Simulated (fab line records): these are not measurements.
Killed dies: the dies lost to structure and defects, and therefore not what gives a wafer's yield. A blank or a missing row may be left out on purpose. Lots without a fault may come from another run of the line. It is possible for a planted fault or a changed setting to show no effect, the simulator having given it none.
Split-lot trial | flow sfqLine | on a route of 325 steps: 5 lots, 23 wafers read

## THE SPLIT
At SFQ_TRILAYER_L0_ETCH_METAL_ETCH_008 (etches MoNx KI in SF6/O2, stops on SiO2, target depth 50 nm, time 25 s), the setting timeS was moved away from the recipe's 25 s on 10 of the 23 wafers read, by -14.6% to +12.2%. All remaining wafers had this setting at the recipe value.

The reading comes from the split's own step.

## THE READING
oesProductAu, in a.u., at SFQ_TRILAYER_L0_ETCH_METAL_ETCH_008 (etches MoNx KI in SF6/O2, stops on SiO2, target depth 50 nm, time 25 s). Fault-free wafers of this fab line usually give 0.873 a.u., standard deviation 0.01 a.u.

wafer  | tool, chamber at the split | timeS as run, s | against the recipe | oesProductAu, a.u. | against lot-mates on the recipe
L075.2 | rieMetal-04, 1             | 25              | recipe             | 0.869              | -
L075.5 | rieMetal-04, 1             | 25              | recipe             | 0.882              | -
L075.6 | rieMetal-04, 0             | 25              | recipe             | 0.885              | -
L078.1 | rieMetal-03, 1             | 21.35           | -14.6%             | 0.965              | +0.094
L078.2 | rieMetal-03, 0             | 21.35           | -14.6%             | 0.979              | +0.108
L078.3 | rieMetal-03, 1             | 25              | recipe             | 0.861              | -
L078.4 | rieMetal-03, 0             | 21.35           | -14.6%             | 0.966              | +0.095
L078.5 | rieMetal-03, 1             | 25              | recipe             | 0.882              | -
L081.1 | rieMetal-03, 0             | 27.26           | +9.0%              | 0.844              | -0.023
L081.2 | rieMetal-03, 1             | 25              | recipe             | 0.858              | -
L081.3 | rieMetal-03, 0             | 25              | recipe             | 0.877              | -
L081.4 | rieMetal-03, 1             | 27.26           | +9.0%              | 0.833              | -0.034
L081.5 | rieMetal-03, 0             | 27.26           | +9.0%              | 0.839              | -0.028
L083.2 | rieMetal-01, 1             | 25              | recipe             | 0.865              | -
L083.3 | rieMetal-01, 1             | 26.04           | +4.2%              | 0.858              | -0.009
L083.4 | rieMetal-01, 0             | 25              | recipe             | 0.869              | -
L083.5 | rieMetal-01, 0             | 26.04           | +4.2%              | 0.862              | -0.005
L083.6 | rieMetal-01, 1             | 25              | recipe             | 0.867              | -
L085.1 | rieMetal-04, 1             | 28.06           | +12.2%             | 0.840              | -0.041
L085.2 | rieMetal-04, 0             | 28.06           | +12.2%             | 0.847              | -0.034
L085.3 | rieMetal-04, 1             | 25              | recipe             | 0.877              | -
L085.5 | rieMetal-04, 1             | 25              | recipe             | 0.880              | -
L085.6 | rieMetal-04, 0             | 25              | recipe             | 0.886              | -

FIT RESULTS
A straight line over all 23 wafers: oesProductAu changes by -0.00504 a.u. for each +1% of timeS; r = -0.94; the points scatter about the line by 0.014 a.u.
The same after taking each lot's own level away (the mean of its wafers on the recipe; 23 wafers): -0.0051 a.u. for each +1%; r = -0.95; scatter 0.013 a.u.
The reading moves by 0.074 a.u. for the largest change in timeS, on that fit.
The span of the lots' own levels, 0.8670 to 0.8810 a.u., comes to 1.4 times the standard deviation stated above.
Consequently the slope shifts little with the lot-to-lot level, the two slopes agreeing.
Check: with one of the wafers moved furthest among these (-14.6%) left out of the fit, the line predicts +0.08 a.u. for it against its lot-mates. It came out at +0.0935 a.u. against them.
Tool readings at the split's step, against how far the setting was moved: oesProductAu r = -0.94.

## THE OTHER SPLITS THESE WAFERS WENT THROUGH
Before the reading, these wafers also passed through other splits. Each is held against what the fit with the lots' levels taken away leaves over:
other split on the same wafers             | wafers away from the commonest value | r with oesProductAu (lot level and that fit taken away)
SFQ_TRILAYER_L0_LITHO_COAT_005 resistThkNm | 11                                   | -0.38

## FILE'S OWN FIT
oesProductAu changes by -0.00474 a.u. for each +1% of timeS, r = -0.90.
